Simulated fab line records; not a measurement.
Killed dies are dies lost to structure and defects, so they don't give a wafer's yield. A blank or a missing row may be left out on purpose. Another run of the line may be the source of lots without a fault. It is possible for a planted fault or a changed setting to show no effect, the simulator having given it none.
A struck lot beside a sound one | flow sky130 | 25 steps out of a route of 708
Sound: these wafers, L457.1, L457.5, L457.6. Wafers L474.1, L474.2, L474.6 were the ones struck. The cause is given at the end.
Each step with rows lists, per side, the tool, then ch with its chambers, then its first start. Under that, the readings that differ: sound wafers | struck wafers | difference of the means | sigmas: that difference in standard deviations of wafers without a fault.
alike: words and numbers the same on both sides, and readings whose means are apart by under 2 such deviations; not compared: readings that were withheld, readings missing a value for some wafer, numbers with overlapping values and no deviation given by the record, and bounds like >300 which may hide the same value.
A row with sigmas, a row that says differs or no value, or rows on one side alone: a step with any of these is where the two part. Non-overlapping numbers with no deviation appear without sigmas and do not part them. Lack of a reading on every wafer of one side parts them only where that side has two or more wafers.

first, 6 steps without rows for these wafers: SKY_LDD_HVP_HMDS_01 (prime time 60 s); SKY_LDD_HVP_COAT_02 (resist thk 300 nm); SKY_LDD_HVP_SOFTBAKE_03 (time 60 s); SKY_LDD_HVP_EXPOSE_04 (exposes mask HVPTM, target cd 700 nm); SKY_LDD_HVP_PEB_05; SKY_LDD_HVP_DEVELOP_06 (develop time 60 s).
SKY_LDD_HVP_OVL_MEAS_07:
  sound: overlay-02 at day 21 18:05; struck: overlay-01 at day 28 03:38
  alike: LDD_HVP_OVL
following that, these wafers have no rows for 1 step: SKY_LDD_HVP_IMPLANT_08.
SKY_LDD_HVP_STRIP_09: strips in O2/N2.
  sound on plasma-asher-01 ch 0,1, day 21 18:17; struck on plasma-asher-03 ch 0,1, day 28 03:50
  alike: drypump-motor-current-A, n2-flow-sccm, o2-flow-sccm, oes-product-au, strip-time-to-endpoint-s
  not compared: rf-hours-counter-h
SKY_LDD_HVP_TW_MEAS_10:
  sound: film-metro-01 at day 21 18:23; struck: film-metro-03 at day 28 03:56
  alike: LDD_HVP_TW
then, 2 steps without rows for these wafers: SKY_LDD_LDN_DEHYDRATE_00 (time 60 s); SKY_LDD_LDN_HMDS_01 (prime time 60 s).
SKY_LDD_LDN_COAT_02: resist thk 1140 nm.
  sound on litho-track-03 ch 0, day 22 09:20; struck on litho-track-03 ch 0, day 28 17:38
  reading                                      | sound          | struck            | difference | sigmas
  model.NOVOLAK_of_LDD_LDN_COAT_02.thk-nm (nm) | 1142 1144 1146 | 655.7 655.9 655.9 | -488.2     |
then, 3 steps without rows for these wafers: SKY_LDD_LDN_SOFTBAKE_03 (time 60 s); SKY_LDD_LDN_EXPOSE_04 (exposes mask LDNTM, target cd 700 nm); SKY_LDD_LDN_PEB_05.
SKY_LDD_LDN_DEVELOP_06: develop time 60 s.
  sound on litho-track-01 ch 0, day 23 00:32; struck on litho-track-03 ch 0, day 29 07:59
  reading                                      | sound          | struck            | difference | sigmas
  model.NOVOLAK_of_LDD_LDN_COAT_02.thk-nm (nm) | 1142 1144 1145 | 655.3 655.5 655.5 | -488.2     |
  alike: developer-temp-C
SKY_LDD_LDN_OVL_MEAS_07:
  sound: overlay-01 at day 23 00:41; struck: overlay-02 at day 29 08:08
  alike: LDD_LDN_OVL
then, 4 steps without rows for these wafers: SKY_LDD_LDN_IMPLANT_08; SKY_LDD_LDN_IMPLANT_09; SKY_LDD_LDN_IMPLANT_10; SKY_LDD_LDN_IMPLANT_11.
SKY_LDD_LDN_STRIP_12: strips in O2/N2.
  sound on plasma-asher-04 ch 0,1, day 23 01:20; struck on plasma-asher-04 ch 0,1, day 29 08:46
  reading                      | sound             | struck            | difference | sigmas
  oes-product-au (a.u.)        | 0.716 0.706 0.716 | 0.593 0.590 0.592 | -0.121     | -27
  strip-time-to-endpoint-s (s) | 14.21 14.23 14.24 | 8.57 8.57 8.57    | -5.66      | -99 or more
  alike: drypump-motor-current-A, n2-flow-sccm, o2-flow-sccm
  not compared: rf-hours-counter-h
SKY_LDD_LDN_TW_MEAS_13:
  sound: film-metro-04 at day 23 01:26; struck: film-metro-01 at day 29 08:52
  alike: LDD_LDN_TW
SKY_PAD_OPEN_PROBE_99:
  rows exist in the record for the sound wafers here (prober-02, day 45 21:46), none for the struck ones

== WHERE THEY PART ==
Earliest at SKY_LDD_LDN_STRIP_12; latest, in this record, at SKY_PAD_OPEN_PROBE_99.

WHY: what the simulator had put in
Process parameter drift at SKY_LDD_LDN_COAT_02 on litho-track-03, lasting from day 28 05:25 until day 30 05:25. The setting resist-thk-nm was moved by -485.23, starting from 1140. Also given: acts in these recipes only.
